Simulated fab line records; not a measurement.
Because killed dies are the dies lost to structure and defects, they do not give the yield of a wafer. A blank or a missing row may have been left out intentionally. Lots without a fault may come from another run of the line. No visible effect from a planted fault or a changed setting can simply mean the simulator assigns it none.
fab line records    flow sky130
record: lots: 24  wafers: 72  last_day: 51
route steps=708 shown LOCAL_INTERCONNECT@387 VIA1@460 METAL2@499 METAL4@599 METAL5@676 PAD_OPEN@701
lots that met no fault: from a run of the same line without faults
start_h: the number of hours between the record's first day and the start of the first shown wafer of the lot    wait_h: how many hours have passed since the lot's step before this one    " same as the row above    L1.1+2: a single row standing in for several wafers    - no value, or no start was given    * or withheld: withheld    < > ~ a bound
route shown NAME@n: names a module that has steps shown in the file, with the first one's number in the route    usual: mean/standard deviation taken from wafers without a fault    same: alike in all rows    chamber/n: place in a boat    sites: each site's reading    _std_site: how widely they spread, as a standard deviation    _edge_site: inner sites' mean taken away from outer sites' mean    radius_mm: how far each site lies from the wafer's centre    mask NAME#n: copy n    behind: the tool/chamber that last shaped the wafer    hold: the reason the lot was held/the length of the hold in hours/how it ended    device: the n, p or np transistor that did not switch    end of line: the same wafers' tests at the end of the route    for a step that has no rows: nothing shown but its recipe    killed: count of dies lost to structure and defects at first sort (not the wafer's yield)    map: a wafer's dies, marking killed ones x, the rest . and places with no die _
set.NAME: the setting that was run; set.NAME@STEP: the one run at that earlier step    model.NAME: the simulator's own value behind a step, which no gauge read
one table for each step of the route and one row for each wafer, over a sample of lots
services: from which hour (start_h, from the record's first day; less than 0 if before it) a tool's chamber was out of use, for how many hours, and why
== steps ==
step: SKY_LOCAL_INTERCONNECT_SPUTTER_00
recipe: material: TiN  target_thk_nm: 100  temp_c: 300  power_w: 6500  time_s: 83.3  chamber_pressure_pa: 0.4
usual: throttle_valve_pct: 29.6/0.73
lot.wafer  tool            chamber  start_h  wait_h  throttle_valve_pct
L074.2     pvd_sputter-03  -        695.55   0.2     29.7
L074.4     "               -        "        "       31.0
L074.5     "               -        "        "       29.6
L075.1     pvd_sputter-02  -        706.12   0.2     29.5
L075.3     "               -        "        "       28.8
L075.4     "               -        "        "       30.4
L076.1     pvd_sputter-02  -        709.34   0.2     29.3
L076.4     "               -        "        "       27.4
L076.6     "               -        "        "       28.6
L077.1     pvd_sputter-04  -        723.38   0.2     30.2
L077.2     "               -        "        "       29.0
L077.6     "               -        "        "       28.8
L078.1     pvd_sputter-04  -        733.40   0.2     29.0
L078.4     "               -        "        "       30.1
L078.6     "               -        "        "       28.9
L079.4     pvd_sputter-04  -        734.32   0.1     28.8
L079.5     "               -        "        "       28.7
L079.6     "               -        "        "       30.3
L080.3     pvd_sputter-04  -        741.15   0.1     28.8
L080.5     "               -        "        "       29.3
L080.6     "               -        "        "       30.7
L081.3     pvd_sputter-03  -        757.62   0.1     29.7
L081.4     "               -        "        "       29.8
L081.6     "               -        "        "       30.8
L082.1     pvd_sputter-04  -        763.98   0.1     30.6
L082.2     "               -        "        "       28.9
L082.3     "               -        "        "       29.1
L083.2     pvd_sputter-03  -        771.55   0.1     30.6
L083.3     "               -        "        "       29.2
L083.4     "               -        "        "       29.6
L084.2     pvd_sputter-04  -        775.85   0.2     28.9
L084.3     "               -        "        "       30.2
L084.6     "               -        "        "       29.1
L085.1     pvd_sputter-04  -        787.59   0.2     29.1
L085.2     "               -        "        "       30.1
L085.3     "               -        "        "       30.4
L086.2     pvd_sputter-03  -        787.95   0.2     29.3
L086.4     "               -        "        "       30.1
L086.6     "               -        "        "       29.4
L087.1     pvd_sputter-04  -        798.37   0.2     30.4
L087.2     "               -        "        "       29.2
L087.5     "               -        "        "       29.3
L088.3     pvd_sputter-03  -        809.12   0.1     29.5
L088.5     "               -        "        "       29.7
L088.6     "               -        "        "       30.8
L089.2     pvd_sputter-03  -        815.69   0.2     30.7
L089.3     "               -        "        "       29.7
L089.6     "               -        "        "       29.5
L090.2     pvd_sputter-02  -        829.62   0.2     27.7
L090.4     "               -        "        "       29.3
L090.5     "               -        "        "       29.8
L091.1     pvd_sputter-04  -        833.22   0.2     29.6
L091.2     "               -        "        "       28.8
L091.5     "               -        "        "       30.6
L092.3     pvd_sputter-04  -        835.27   0.1     30.4
L092.4     "               -        "        "       29.1
L092.5     "               -        "        "       30.4
L093.1     pvd_sputter-03  -        841.62   0.2     29.6
L093.3     "               -        "        "       29.0
L093.6     "               -        "        "       29.7
L094.1     pvd_sputter-04  -        851.14   0.1     29.9
L094.2     "               -        "        "       29.1
L094.3     "               -        "        "       28.9
L095.1     pvd_sputter-04  -        860.57   0.2     29.0
L095.4     "               -        "        "       30.3
L095.6     "               -        "        "       30.1
L096.3     pvd_sputter-03  -        862.12   0.2     29.5
L096.5     "               -        "        "       30.7
L096.6     "               -        "        "       29.7
L097.2     pvd_sputter-04  -        865.27   0.1     30.1
L097.3     "               -        "        "       30.4
L097.6     "               -        "        "       30.4
step: SKY_VIA1_CMP_02
recipe: material: SiO2  down_force_psi: 4  platen_rpm: 59.47  pad_velocity_m_s: 0.94248
usual: motor_current_A: 12.2/1.5
lot.wafer  tool    chamber  start_h  wait_h  motor_current_A
L074.2     cmp-02  2        784.04   0.1     11.8
L074.4     "       3        "        "       15.0
L074.5     "       2        "        "       11.7
L075.1     cmp-02  0        795.07   0.1     8.9
L075.3     "       1        "        "       12.5
L075.4     "       3        "        "       14.0
L076.1     cmp-01  2        798.51   0.1     12.2
L076.4     "       1        "        "       11.6
L076.6     "       3        "        "       12.9
L077.2     cmp-01  0        811.95   0.1     11.8
L077.1     "       1        "        "       12.6
L077.6     "       2        "        "       12.1
L078.4     cmp-02  2        820.67   0.1     11.7
L078.1     "       3        "        "       14.8
L078.6     "       0        "        "       9.0
L079.4     cmp-01  3        820.88   0.1     12.7
L079.6     "       2        "        "       12.9
L079.5     "       3        "        "       12.4
L080.3     cmp-02  2        827.74   0.1     11.9
L080.5     "       0        "        "       8.7
L080.6     "       1        "        "       13.2
L081.4     cmp-01  0        843.77   0.0     12.0
L081.3     "       1        "        "       12.7
L081.6     "       1        "        "       12.4
L082.3     cmp-02  2        849.38   0.1     11.6
L082.2     "       3        "        "       15.1
L082.1     "       0        "        "       8.9
L083.2     cmp-01  2        858.12   0.0     12.6
L083.3     "       3        "        "       12.8
L083.4     "       1        "        "       12.1
L084.3     cmp-01  2        862.80   0.2     12.9
L084.2     "       0        "        "       12.1
L084.6     "       2        "        "       12.9
L085.1     cmp-01  0        872.48   0.1     11.7
L085.3     "       1        "        "       12.3
L085.2     "       2        "        "       12.1
L086.4     cmp-02  1        873.71   0.1     12.5
L086.2     "       3        "        "       14.6
L086.6     "       1        "        "       12.4
L087.2     cmp-02  1        882.92   0.0     13.2
L087.1     "       0        "        "       9.3
L087.5     "       2        "        "       12.2
L088.3     cmp-02  0        895.11   0.1     9.5
L088.5     "       2        "        "       12.3
L088.6     "       3        "        "       14.7
L089.3     cmp-02  3        901.06   0.2     14.4
L089.2     "       0        "        "       8.9
L089.6     "       3        "        "       15.1
L090.4     cmp-02  3        915.41   0.0     15.2
L090.2     "       1        "        "       13.1
L090.5     "       0        "        "       8.9
L091.1     cmp-01  2        917.99   0.1     12.3
L091.2     "       0        "        "       12.1
L091.5     "       1        "        "       12.5
L092.3     cmp-01  2        919.30   0.1     12.3
L092.4     "       0        "        "       11.7
L092.5     "       2        "        "       12.5
L093.3     cmp-01  3        925.04   0.1     12.3
L093.1     "       0        "        "       11.6
L093.6     "       2        "        "       12.8
L094.3     cmp-02  0        934.21   0.0     8.9
L094.2     "       1        "        "       13.5
L094.1     "       3        "        "       14.7
L095.1     cmp-02  2        943.11   0.1     12.2
L095.4     "       3        "        "       14.3
L095.6     "       2        "        "       11.9
L096.3     cmp-01  3        944.73   0.1     12.4
L096.5     "       1        "        "       12.6
L096.6     "       2        "        "       12.5
L097.2     cmp-01  1        948.12   0.0     12.4
L097.3     "       2        "        "       12.8
L097.6     "       1        "        "       12.5
step: SKY_METAL2_OVL_MEAS_16
usual: METAL2_OVL: -1/4.7
lot.wafer  tool        chamber  start_h  wait_h  METAL2_OVL[nm]
L074.2     overlay-01  -        840.59   0.1     -4
L074.4     "           -        "        "       -6
L074.5     "           -        "        "       -7
L075.1     overlay-02  -        851.99   0.1     -8
L075.3     "           -        "        "       -3
L075.4     "           -        "        "       -5
L076.1     overlay-02  -        854.19   0.1     2
L076.4     "           -        "        "       4
L076.6     "           -        "        "       1
L077.1     overlay-02  -        866.92   0.1     0
L077.2     "           -        "        "       2
L077.6     "           -        "        "       8
L078.1     overlay-01  -        875.29   0.1     -2
L078.4     "           -        "        "       -9
L078.6     "           -        "        "       -4
L079.4     overlay-01  -        876.24   0.1     -7
L079.5     "           -        "        "       -3
L079.6     "           -        "        "       -6
L080.3     overlay-02  -        882.70   0.1     -7
L080.5     "           -        "        "       2
L080.6     "           -        "        "       -6
L081.3     overlay-02  -        898.93   0.1     3
L081.4     "           -        "        "       5
L081.6     "           -        "        "       -6
L082.1     overlay-01  -        903.94   0.1     4
L082.2     "           -        "        "       1
L082.3     "           -        "        "       0
L083.2     overlay-02  -        913.23   0.1     -6
L083.3     "           -        "        "       -5
L083.4     "           -        "        "       0
L084.2     overlay-01  -        918.29   0.1     -13
L084.3     "           -        "        "       -9
L084.6     "           -        "        "       -10
L085.1     overlay-01  -        926.49   0.1     4
L085.2     "           -        "        "       3
L085.3     "           -        "        "       4
L086.2     overlay-01  -        928.73   0.1     2
L086.4     "           -        "        "       -6
L086.6     "           -        "        "       -5
L087.1     overlay-02  -        935.99   0.1     2
L087.2     "           -        "        "       -5
L087.5     "           -        "        "       10
L088.3     overlay-02  -        948.15   0.1     -2
L088.5     "           -        "        "       1
L088.6     "           -        "        "       4
L089.2     overlay-02  -        953.14   0.1     -3
L089.3     "           -        "        "       0
L089.6     "           -        "        "       -2
L090.2     overlay-01  -        966.24   0.1     6
L090.4     "           -        "        "       6
L090.5     "           -        "        "       7
L091.1     overlay-01  -        971.22   0.1     -3
L091.2     "           -        "        "       5
L091.5     "           -        "        "       -6
L092.3     overlay-01  -        971.58   0.1     1
L092.4     "           -        "        "       -1
L092.5     "           -        "        "       3
L093.1     overlay-01  -        977.57   0.1     4
L093.3     "           -        "        "       3
L093.6     "           -        "        "       9
L094.1     overlay-02  -        985.32   0.1     -1
L094.2     "           -        "        "       -7
L094.3     "           -        "        "       -9
L095.1     overlay-01  -        993.82   0.1     2
L095.4     "           -        "        "       3
L095.6     "           -        "        "       -2
L096.3     overlay-01  -        995.40   0.1     -5
L096.5     "           -        "        "       4
L096.6     "           -        "        "       0
L097.2     overlay-01  -        999.33   0.1     5
L097.3     "           -        "        "       4
L097.6     "           -        "        "       9
step: SKY_METAL4_SPUTTER_01
recipe: material: TiN  target_thk_nm: 20  power_w: 6500  time_s: 16.36  chamber_pressure_pa: 0.4
usual: throttle_valve_pct: 29.6/1.1
lot.wafer  tool            chamber  start_h  wait_h  throttle_valve_pct
L074.2     pvd_sputter-04  -        953.40   0.0     28.9
L074.4     "               -        "        "       29.3
L074.5     "               -        "        "       29.1
L076.1     pvd_sputter-02  -        963.20   0.0     29.4
L076.4     "               -        "        "       27.6
L076.6     "               -        "        "       29.1
L075.1     pvd_sputter-02  -        963.90   0.0     27.9
L075.3     "               -        "        "       29.4
L075.4     "               -        "        "       29.1
L077.1     pvd_sputter-02  -        977.40   0.0     28.8
L077.2     "               -        "        "       27.6
L077.6     "               -        "        "       27.7
L078.1     pvd_sputter-02  -        983.81   0.0     30.7
L078.4     "               -        "        "       27.8
L078.6     "               -        "        "       30.4
L079.4     pvd_sputter-04  -        986.33   0.0     29.1
L079.5     "               -        "        "       29.0
L079.6     "               -        "        "       30.2
L080.3     pvd_sputter-01  -        990.61   0.0     30.3
L080.5     "               -        "        "       30.0
L080.6     "               -        "        "       30.6
L081.3     pvd_sputter-02  -        1005.92  0.0     28.9
L081.4     "               -        "        "       27.5
L081.6     "               -        "        "       29.1
L082.1     pvd_sputter-01  -        1010.57  0.0     30.6
L082.2     "               -        "        "       31.9
L082.3     "               -        "        "       29.3
L083.2     pvd_sputter-04  -        1016.90  0.0     29.0
L083.3     "               -        "        "       30.2
L083.4     "               -        "        "       30.2
L084.2     pvd_sputter-02  -        1024.13  0.0     30.7
L084.3     "               -        "        "       27.8
L084.6     "               -        "        "       27.5
L085.1     pvd_sputter-01  -        1030.43  0.0     31.7
L085.2     "               -        "        "       29.4
L085.3     "               -        "        "       30.6
L086.2     pvd_sputter-02  -        1030.76  0.0     27.6
L086.4     "               -        "        "       29.5
L086.6     "               -        "        "       30.4
L087.1     pvd_sputter-01  -        1041.24  0.0     29.9
L087.2     "               -        "        "       29.5
L087.5     "               -        "        "       31.6
L088.3     pvd_sputter-04  -        1050.50  0.0     28.9
L088.5     "               -        "        "       29.0
L088.6     "               -        "        "       30.4
L089.2     pvd_sputter-02  -        1055.44  0.0     27.4
L089.3     "               -        "        "       29.6
L089.6     "               -        "        "       29.0
L090.2     pvd_sputter-01  -        1066.19  0.0     29.9
L090.4     "               -        "        "       31.0
L090.5     "               -        "        "       30.7
L091.1     pvd_sputter-04  -        1072.16  0.0     29.2
L091.2     "               -        "        "       30.6
L091.5     "               -        "        "       30.3
L092.3     pvd_sputter-04  -        1073.46  0.0     30.3
L092.4     "               -        "        "       30.0
L092.5     "               -        "        "       29.1
L093.1     pvd_sputter-02  -        1076.58  0.0     29.4
L093.3     "               -        "        "       27.9
L093.6     "               -        "        "       30.5
L094.1     pvd_sputter-01  -        1083.55  0.0     31.7
L094.2     "               -        "        "       29.9
L094.3     "               -        "        "       30.4
L095.1     pvd_sputter-02  -        1092.44  0.0     29.2
L095.4     "               -        "        "       29.8
L095.6     "               -        "        "       29.5
L096.3     pvd_sputter-01  -        1092.90  0.0     31.7
L096.5     "               -        "        "       30.7
L096.6     "               -        "        "       30.0
L097.2     pvd_sputter-02  -        1097.34  0.0     27.7
L097.3     "               -        "        "       28.8
L097.6     "               -        "        "       27.7
step: SKY_METAL5_METAL_ETCH_15
recipe: target_depth_a: 12600  stop_on: SiO2  over_etch_frac: 0.2  time_s: 252  chemistry: Cl2/BCl3  resist_sidewall_deg: 86  pressure_mtorr: 10  icp_w: 900  bias_w: 48.5  Cl2_flow_sccm: 60  bcl3_flow_sccm: 30
usual: chamber_pressure_mTorr: 10.000/0.0085  drypump_motor_current_A: 5.8/0.65  oes_product_au: 0.894/0.0051  throttle_valve_pct: 22.265/0.0088
lot.wafer  tool          chamber  start_h  wait_h  chamber_pressure_mTorr  drypump_motor_current_A  oes_product_au  rf_hours_counter_h  throttle_valve_pct
L074.2     rie_metal-04  1        1052.50  0.0     9.995                   6.5                      0.898           15                  22.254
L074.4     "             1        "        "       10.003                  6.4                      0.893           -                   22.261
L074.5     "             1        "        "       9.996                   6.5                      0.893           -                   22.242
L076.1     rie_metal-01  0        1059.59  0.0     9.987                   6.6                      0.892           17                  22.266
L076.4     "             1        "        "       10.006                  6.2                      0.901           -                   22.259
L076.6     "             0        "        "       10.003                  6.7                      0.899           -                   22.281
L075.1     rie_metal-04  1        1061.64  0.0     10.008                  6.5                      0.905           16                  22.266
L075.3     "             1        "        "       10.004                  6.5                      0.900           -                   22.254
L075.4     "             0        "        "       9.993                   5.0                      0.898           -                   22.278
L077.1     rie_metal-02  0        1074.35  0.0     9.997                   5.8                      0.890           16                  22.253
L077.2     "             1        "        "       9.997                   5.1                      0.887           12                  22.254
L077.6     "             0        "        "       9.985                   5.8                      0.894           -                   22.271
L078.1     rie_metal-01  0        1081.05  0.0     10.003                  6.7                      0.891           19                  22.252
L078.4     "             1        "        "       10.007                  6.1                      0.904           -                   22.264
L078.6     "             0        "        "       10.015                  6.7                      0.888           -                   22.251
L079.4     rie_metal-02  1        1082.33  0.1     9.999                   5.1                      0.893           -                   22.263
L079.5     "             0        "        "       9.984                   5.8                      0.894           -                   22.259
L079.6     "             1        "        "       10.017                  5.1                      0.902           -                   22.276
L080.3     rie_metal-04  0        1086.89  0.2     10.005                  5.0                      0.897           -                   22.272
L080.5     "             0        "        "       10.011                  5.0                      0.894           -                   22.272
L080.6     "             0        "        "       9.987                   5.0                      0.890           -                   22.262
L081.3     rie_metal-04  0        1099.59  0.2     10.008                  5.0                      0.889           -                   22.264
L081.4     "             0        "        "       10.003                  5.0                      0.886           -                   22.260
L081.6     "             0        "        "       10.013                  5.0                      0.906           -                   22.259
L082.1     rie_metal-04  0        1103.99  0.1     10.006                  5.0                      0.905           12                  22.266
L082.2     "             0        "        "       10.008                  5.0                      0.886           -                   22.254
L082.3     "             0        "        "       10.004                  5.0                      0.896           -                   22.257
L083.2     rie_metal-01  1        1109.60  0.0     9.994                   6.1                      0.901           19                  22.266
L083.3     "             1        "        "       10.004                  6.1                      0.901           -                   22.264
L083.4     "             0        "        "       9.992                   6.7                      0.896           -                   22.273
L084.2     rie_metal-04  1        1115.60  0.0     10.009                  6.5                      0.897           18                  22.255
L084.3     "             1        "        "       10.002                  6.5                      0.894           -                   22.266
L084.6     "             0        "        "       9.997                   5.0                      0.892           -                   22.275
L085.1     rie_metal-01  0        1121.55  0.0     10.002                  6.7                      0.895           22                  22.260
L085.2     "             1        "        "       9.995                   6.1                      0.898           20                  22.258
L085.3     "             1        "        "       10.002                  6.1                      0.896           -                   22.280
L086.2     rie_metal-02  1        1121.65  0.0     10.004                  5.1                      0.902           15                  22.277
L086.4     "             1        "        "       10.014                  5.1                      0.894           -                   22.265
L086.6     "             1        "        "       10.014                  5.1                      0.902           -                   22.264
L087.1     rie_metal-01  1        1130.40  0.0     9.995                   6.1                      0.894           21                  22.265
L087.2     "             0        "        "       10.000                  6.7                      0.890           23                  22.268
L087.5     "             0        "        "       10.003                  6.7                      0.904           -                   22.266
L088.3     rie_metal-04  1        1138.43  0.1     10.002                  6.5                      0.897           -                   22.250
L088.5     "             0        "        "       10.009                  5.0                      0.887           -                   22.262
L088.6     "             1        "        "       10.000                  6.5                      0.892           -                   22.252
L089.2     rie_metal-02  1        1143.75  0.0     9.999                   5.1                      0.890           17                  22.269
L089.3     "             0        "        "       9.992                   5.8                      0.889           -                   22.263
L089.6     "             0        "        "       9.993                   5.8                      0.893           -                   22.264
L090.2     rie_metal-04  1        1153.40  0.0     10.004                  6.4                      0.903           20                  22.280
L090.4     "             1        "        "       10.011                  6.4                      0.888           -                   22.266
L090.5     "             0        "        "       10.010                  5.0                      0.895           -                   22.267
L091.1     rie_metal-02  1        1157.70  0.0     10.009                  5.1                      0.886           18                  22.263
L091.2     "             0        "        "       9.997                   5.8                      0.891           22                  22.267
L091.5     "             0        "        "       10.013                  5.7                      0.893           -                   22.251
L092.3     rie_metal-02  0        1158.57  0.1     10.004                  5.8                      0.901           -                   22.264
L092.4     "             1        "        "       9.984                   5.1                      0.890           -                   22.257
L092.5     "             1        "        "       10.000                  5.1                      0.894           -                   22.254
L093.1     rie_metal-01  0        1162.14  0.0     10.005                  6.7                      0.896           25                  22.266
L093.3     "             0        "        "       10.009                  6.7                      0.892           -                   22.290
L093.6     "             1        "        "       9.995                   6.1                      0.903           -                   22.275
L094.1     rie_metal-01  1        1168.39  0.0     9.997                   6.1                      0.896           24                  22.259
L094.2     "             0        "        "       10.006                  6.7                      0.894           26                  22.256
L094.3     "             1        "        "       9.992                   6.1                      0.885           -                   22.268
L095.1     rie_metal-01  0        1174.44  0.0     9.986                   6.7                      0.890           27                  22.272
L095.4     "             0        "        "       10.009                  6.7                      0.899           -                   22.259
L095.6     "             0        "        "       9.990                   6.7                      0.893           -                   22.275
L096.3     rie_metal-02  0        1176.22  0.1     10.012                  5.8                      0.897           -                   22.261
L096.5     "             1        "        "       10.006                  5.1                      0.897           -                   22.280
L096.6     "             0        "        "       9.988                   5.8                      0.897           -                   22.267
L097.2     rie_metal-02  0        1178.69  0.0     9.996                   5.8                      0.896           24                  22.263
L097.3     "             0        "        "       9.994                   5.8                      0.893           -                   22.260
L097.6     "             0        "        "       10.000                  5.8                      0.896           -                   22.273
step: SKY_PAD_OPEN_ETCH_07
recipe: chemistry: CF4/O2  target_depth_nm: 725  stop_on: AlCu  source_w: 800  bias_w: 150  pressure_mtorr: 150  cf4_flow_sccm: 80  O2_flow_sccm: 10  time_s: 161.1
usual: chamber_pressure_mTorr: 150.01/0.14  drypump_motor_current_A: 5.7/0.55  oes_product_au: 0.978/0.0086  throttle_valve_pct: 5.964/0.0095
lot.wafer  tool         chamber  start_h  wait_h  chamber_pressure_mTorr  drypump_motor_current_A  oes_product_au  rf_hours_counter_h  throttle_valve_pct
L074.2     rie_diel-04  3        1097.75  -       150.00                  6.3                      0.978           15                  5.960
L074.4     "            2        "        "       149.96                  4.9                      0.976           27                  5.952
L074.5     "            0        "        "       149.91                  6.2                      0.982           -                   5.975
L076.1     rie_diel-01  2        1103.95  -       149.70                  4.8                      0.977           12                  5.960
L076.4     "            3        "        "       149.93                  5.3                      0.986           23                  5.968
L076.6     "            2        "        "       150.21                  4.8                      0.994           -                   5.975
L075.1     rie_diel-01  3        1105.22  -       149.80                  5.2                      0.978           23                  5.970
L075.3     "            1        "        "       150.08                  6.6                      0.971           14                  5.963
L075.4     "            0        "        "       149.95                  5.9                      0.977           22                  5.970
L077.1     rie_diel-02  3        1117.37  -       150.06                  5.9                      0.972           11                  5.968
L077.2     "            1        "        "       150.11                  5.2                      0.969           24                  5.959
L077.6     "            3        "        "       149.84                  5.9                      0.969           -                   5.976
L078.1     rie_diel-04  0        1125.02  -       150.04                  6.2                      0.969           22                  5.955
L078.4     "            2        "        "       149.79                  4.9                      0.975           28                  5.969
L078.6     "            3        "        "       150.14                  6.3                      0.976           -                   5.965
L079.4     rie_diel-02  2        1125.87  -       149.81                  5.7                      0.984           17                  5.958
L079.5     "            1        "        "       150.19                  5.3                      0.985           -                   5.983
L079.6     "            2        "        "       149.89                  5.7                      0.993           -                   5.951
L080.3     rie_diel-04  1        1127.70  -       150.24                  5.9                      0.972           30                  5.961
L080.5     "            0        "        "       150.08                  6.2                      0.976           -                   5.942
L080.6     "            3        "        "       149.93                  6.2                      0.988           -                   5.970
L081.3     rie_diel-04  0        1141.92  -       149.84                  6.2                      0.959           22                  5.956
L081.4     "            2        "        "       150.01                  4.9                      0.985           29                  5.964
L081.6     "            2        "        "       150.14                  4.9                      0.981           -                   5.981
L082.1     rie_diel-04  2        1144.52  -       150.06                  4.9                      0.976           29                  5.962
L082.2     "            0        "        "       149.98                  6.3                      0.959           23                  5.964
L082.3     "            3        "        "       149.86                  6.3                      0.981           17                  5.973
L083.2     rie_diel-04  1        1149.82  -       149.94                  5.9                      0.976           32                  5.959
L083.3     "            0        "        "       149.93                  6.2                      0.983           23                  5.969
L083.4     "            3        "        "       149.91                  6.3                      0.986           17                  5.954
L084.2     rie_diel-02  3        1155.45  -       150.14                  5.9                      0.965           13                  5.963
L084.3     "            0        "        "       149.90                  5.5                      0.957           4                   5.958
L084.6     "            0        "        "       150.15                  5.5                      0.973           -                   5.967
L085.1     rie_diel-02  0        1161.80  -       149.96                  5.6                      0.980           4                   5.966
L085.2     "            3        "        "       150.24                  5.9                      0.978           13                  5.939
L085.3     "            2        "        "       150.30                  5.7                      0.979           18                  5.986
L086.2     rie_diel-01  3        1162.15  -       150.00                  5.2                      0.974           25                  5.966
L086.4     "            0        "        "       150.02                  5.9                      0.972           23                  5.946
L086.6     "            2        "        "       149.95                  4.8                      0.979           -                   5.968
L087.1     rie_diel-01  2        1169.27  -       150.27                  4.8                      0.969           14                  5.963
L087.2     "            0        "        "       149.74                  5.9                      0.966           24                  5.953
L087.5     "            3        "        "       149.88                  5.3                      0.988           -                   5.970
L088.3     rie_diel-04  3        1176.47  -       150.01                  6.2                      0.965           18                  5.962
L088.5     "            3        "        "       150.19                  6.3                      0.985           -                   5.971
L088.6     "            0        "        "       150.07                  6.2                      0.979           -                   5.976
L089.2     rie_diel-04  2        1181.62  -       149.95                  4.9                      0.977           31                  5.980
L089.3     "            3        "        "       149.84                  6.3                      0.964           19                  5.967
L089.6     "            3        "        "       149.86                  6.3                      0.977           -                   5.976
L090.2     rie_diel-02  2        1190.10  -       149.87                  5.7                      0.967           19                  5.973
L090.4     "            1        "        "       150.07                  5.3                      0.991           -                   5.974
L090.5     "            2        "        "       150.24                  5.7                      0.987           -                   5.976
L091.1     rie_diel-01  3        1194.27  -       149.95                  5.3                      0.989           26                  5.961
L091.2     "            2        "        "       149.96                  4.8                      0.985           15                  5.971
L091.5     "            2        "        "       149.91                  4.8                      0.979           -                   5.977
L092.3     rie_diel-04  1        1195.60  -       150.14                  5.9                      0.979           1                   5.959
L092.4     "            2        "        "       149.88                  4.9                      0.989           31                  5.978
L092.5     "            3        "        "       149.94                  6.3                      0.970           -                   5.959
L093.1     rie_diel-02  0        1198.27  -       150.24                  5.5                      0.986           5                   5.969
L093.3     "            1        "        "       149.92                  5.3                      0.979           27                  5.958
L093.6     "            1        "        "       150.07                  5.2                      0.991           -                   5.968
L094.1     rie_diel-02  2        1203.72  -       149.73                  5.7                      0.977           20                  5.961
L094.2     "            1        "        "       150.01                  5.3                      0.988           27                  5.968
L094.3     "            3        "        "       150.04                  5.9                      0.985           14                  5.958
L095.1     rie_diel-04  1        1208.17  -       149.76                  5.9                      0.971           1                   5.958
L095.4     "            2        "        "       149.86                  4.9                      0.969           32                  5.957
L095.6     "            2        "        "       149.86                  4.9                      0.985           -                   5.956
L096.3     rie_diel-01  0        1211.22  -       149.93                  5.9                      0.987           25                  5.964
L096.5     "            2        "        "       150.10                  4.8                      0.978           -                   5.969
L096.6     "            3        "        "       149.96                  5.3                      0.998           -                   5.971
L097.2     rie_diel-01  3        1212.52  -       149.83                  5.3                      0.970           27                  5.952
L097.3     "            0        "        "       150.19                  5.9                      0.973           25                  5.966
L097.6     "            1        "        "       150.04                  6.6                      0.980           -                   5.972
== services ==
tool            chamber  start_h  hours  kind
cmp-02          -        703.17   0.4    repair
cmp-02          -        703.61   11.7   pm
cmp-02          -        744.00   4.0    pm
cmp-01          -        756.43   15.7   repair
cmp-02          -        760.24   1.0    repair
cmp-02          -        808.24   0.7    repair
pvd_sputter-04  -        853.66   4.9    repair
pvd_sputter-04  -        884.17   3.1    repair
cmp-01          -        899.73   6.1    pm
cmp-01          -        912.00   4.0    pm
cmp-01          -        930.00   1.3    repair
cmp-01          -        949.49   3.7    repair
cmp-02          -        966.63   0.8    repair
pvd_sputter-02  -        969.60   1.2    repair
cmp-01          -        980.13   2.3    repair
cmp-02          -        996.82   0.4    repair
cmp-02          -        997.22   6.5    pm
pvd_sputter-02  -        1010.82  1.4    repair
pvd_sputter-04  -        1025.43  6.6    repair
pvd_sputter-04  -        1034.96  6.0    repair
cmp-01          -        1047.07  0.5    repair
cmp-01          -        1063.15  8.4    pm
pvd_sputter-02  -        1104.95  2.0    repair
pvd_sputter-04  -        1141.55  4.1    repair
== key ==
fault none
